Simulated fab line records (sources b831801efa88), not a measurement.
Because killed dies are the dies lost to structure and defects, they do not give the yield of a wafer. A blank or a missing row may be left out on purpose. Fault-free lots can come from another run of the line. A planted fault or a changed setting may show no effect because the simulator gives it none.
Check of tool commonality :: flow gf180mcu :: 13 lots, 39 wafers sampled

## THE REASON FOR OPENING IT
1 of 13 lots carry a flag on the reading MVSD_TW at GF_MVSD_TW_MEAS_11. Wafers without a fault read 1568, standard deviation 15.
Rule: a lot is flagged when every wafer of it that has a number lies more than 4 standard deviations from that mean, or none has a number. All remaining lots are regarded as sound.

lot: L306
measured: day 4 21:05
on: film metro-02
MVSD_TW, wafer by wafer: 1569 1563 1553
flag: 

lot: L307
measured: day 5 05:15
on: film metro-02
MVSD_TW, wafer by wafer: 1545 1534 1546
flag: 

lot: L309
measured: day 5 09:11
on: film metro-02
MVSD_TW, wafer by wafer: 1554 1549 1546
flag: 

lot: L311
measured: day 5 14:23
on: film metro-03
MVSD_TW, wafer by wafer: 1583 1581 1580
flag: 

lot: L312
measured: day 6 00:37
on: film metro-04
MVSD_TW, wafer by wafer: 1578 1581 1587
flag: 

lot: L313
measured: day 6 05:58
on: film metro-02
MVSD_TW, wafer by wafer: 1544 1556 1552
flag: 

lot: L314
measured: day 6 09:18
on: film metro-03
MVSD_TW, wafer by wafer: 1570 1577 1573
flag: 

lot: L315
measured: day 6 14:21
on: film metro-03
MVSD_TW, wafer by wafer: 1567 1572 1571
flag: 

lot: L317
measured: day 7 02:41
on: film metro-03
MVSD_TW, wafer by wafer: 1587 1580 1574
flag: 

lot: L318
measured: day 7 08:47
on: film metro-03
MVSD_TW, wafer by wafer: 30 30 30
flag: FLAGGED

lot: L327
measured: day 9 15:41
on: film metro-03
MVSD_TW, wafer by wafer: 1577 1586 1584
flag: 

lot: L328
measured: day 9 17:42
on: film metro-02
MVSD_TW, wafer by wafer: 1557 1573 1555
flag: 

lot: L329
measured: day 9 22:32
on: film metro-03
MVSD_TW, wafer by wafer: 1588 1592 1583
flag: 
The numbers of the flagged lots are 30 on average: -1538 against the usual, or -99 or more standard deviations.

## TOOL THAT RAN EACH LOT
The record holds 2 process steps before the reading, out of a route of 602 steps. Cell contents, in order: the tool; ch with the chambers the sampled wafers went through; the start.
lot: L306
flag: 
GF_LVPWELL_STRIP_10: plasma asher-04 ch 0,1, day 4 07:23
GF_MVSD_STRIP_10: plasma asher-02 ch 0,1, day 4 20:59

lot: L307
flag: 
GF_LVPWELL_STRIP_10: plasma asher-03 ch 0,1, day 4 15:38
GF_MVSD_STRIP_10: plasma asher-04 ch 0,1, day 5 05:08

lot: L309
flag: 
GF_LVPWELL_STRIP_10: plasma asher-03 ch 1, day 4 18:56
GF_MVSD_STRIP_10: plasma asher-02 ch 0,1, day 5 09:05

lot: L311
flag: 
GF_LVPWELL_STRIP_10: plasma asher-04 ch 0, day 4 23:44
GF_MVSD_STRIP_10: plasma asher-04 ch 0,1, day 5 14:16

lot: L312
flag: 
GF_LVPWELL_STRIP_10: plasma asher-03 ch 0,1, day 5 09:34
GF_MVSD_STRIP_10: plasma asher-02 ch 0,1, day 6 00:31

lot: L313
flag: 
GF_LVPWELL_STRIP_10: plasma asher-03 ch 0,1, day 5 14:40
GF_MVSD_STRIP_10: plasma asher-04 ch 0,1, day 6 05:52

lot: L314
flag: 
GF_LVPWELL_STRIP_10: plasma asher-03 ch 0, day 5 18:17
GF_MVSD_STRIP_10: plasma asher-02 ch 0, day 6 09:11

lot: L315
flag: 
GF_LVPWELL_STRIP_10: plasma asher-04 ch 0,1, day 5 22:56
GF_MVSD_STRIP_10: plasma asher-02 ch 0,1, day 6 14:14

lot: L317
flag: 
GF_LVPWELL_STRIP_10: plasma asher-04 ch 0,1, day 6 11:44
GF_MVSD_STRIP_10: plasma asher-01 ch 0,1, day 7 02:35

lot: L318
flag: FLAGGED
GF_LVPWELL_STRIP_10: plasma asher-03 ch 0,1, day 6 17:07
GF_MVSD_STRIP_10: plasma asher-02 ch 0,1, day 7 08:43

lot: L327
flag: 
GF_LVPWELL_STRIP_10: plasma asher-03 ch 0,1, day 8 22:22
GF_MVSD_STRIP_10: plasma asher-02 ch 0,1, day 9 15:35

lot: L328
flag: 
GF_LVPWELL_STRIP_10: plasma asher-01 ch 0,1, day 9 00:16
GF_MVSD_STRIP_10: plasma asher-02 ch 0,1, day 9 17:35

lot: L329
flag: 
GF_LVPWELL_STRIP_10: plasma asher-04 ch 0,1, day 9 04:52
GF_MVSD_STRIP_10: plasma asher-02 ch 0, day 9 22:26
What these steps do:
- GF_LVPWELL_STRIP_10: strips in O2/N2.
- GF_MVSD_STRIP_10: strips in O2/N2.
- GF_MVSD_TW_MEAS_11

## FLAGGED OVER TOTAL, TOOL BY TOOL (the gauges that took the reading come last)
step: GF_LVPWELL_STRIP_10
tool: plasma asher-01
lots run: 1
flagged: 0
share of the flagged lots: none
sound lots run after its first flagged lot: -

step: GF_LVPWELL_STRIP_10
tool: plasma asher-03
lots run: 7
flagged: 1
share of the flagged lots: all
sound lots run after its first flagged lot: 1 (L327)

step: GF_LVPWELL_STRIP_10
tool: plasma asher-04
lots run: 5
flagged: 0
share of the flagged lots: none
sound lots run after its first flagged lot: -

step: GF_MVSD_STRIP_10
tool: plasma asher-01
lots run: 1
flagged: 0
share of the flagged lots: none
sound lots run after its first flagged lot: -

step: GF_MVSD_STRIP_10
tool: plasma asher-02
lots run: 9
flagged: 1
share of the flagged lots: all
sound lots run after its first flagged lot: 3 (L327,L328,L329)

step: GF_MVSD_STRIP_10
tool: plasma asher-04
lots run: 3
flagged: 0
share of the flagged lots: none
sound lots run after its first flagged lot: -

step: GF_MVSD_TW_MEAS_11
tool: film metro-02
lots run: 5
flagged: 0
share of the flagged lots: none
sound lots run after its first flagged lot: -

step: GF_MVSD_TW_MEAS_11
tool: film metro-03
lots run: 7
flagged: 1
share of the flagged lots: all
sound lots run after its first flagged lot: 2 (L327,L329)

step: GF_MVSD_TW_MEAS_11
tool: film metro-04
lots run: 1
flagged: 0
share of the flagged lots: none
sound lots run after its first flagged lot: -

## WHAT THE TABLE PERMITS
3 rows of the table ran every flagged lot: plasma asher-03 at GF_LVPWELL_STRIP_10, plasma asher-02 at GF_MVSD_STRIP_10, film metro-03 at GF_MVSD_TW_MEAS_11.
- plasma asher-03 at GF_LVPWELL_STRIP_10 ran 7 lots, 1 of them flagged. After the first flagged lot (L327), sound lots still ran on it; a lasting fault on the whole tool would not permit that. Its own readings lie more than 4 standard deviations out on every wafer of the flagged lots: oes product au.
- plasma asher-02 at GF_MVSD_STRIP_10 ran 9 lots, 1 of them flagged. After the first flagged lot (L327, L328, L329), sound lots still ran on it; a lasting fault on the whole tool would not permit that. Its own readings lie more than 4 standard deviations out on every wafer of the flagged lots: strip time to endpoint s.
- film metro-03 at GF_MVSD_TW_MEAS_11 ran 7 lots, 1 of them flagged. After the first flagged lot (L327, L329), sound lots still ran on it; a lasting fault on the whole tool would not permit that.
No row of the table ran every flagged lot and no sound lot after the first.

## WHAT THE SIMULATOR HAD INSERTED
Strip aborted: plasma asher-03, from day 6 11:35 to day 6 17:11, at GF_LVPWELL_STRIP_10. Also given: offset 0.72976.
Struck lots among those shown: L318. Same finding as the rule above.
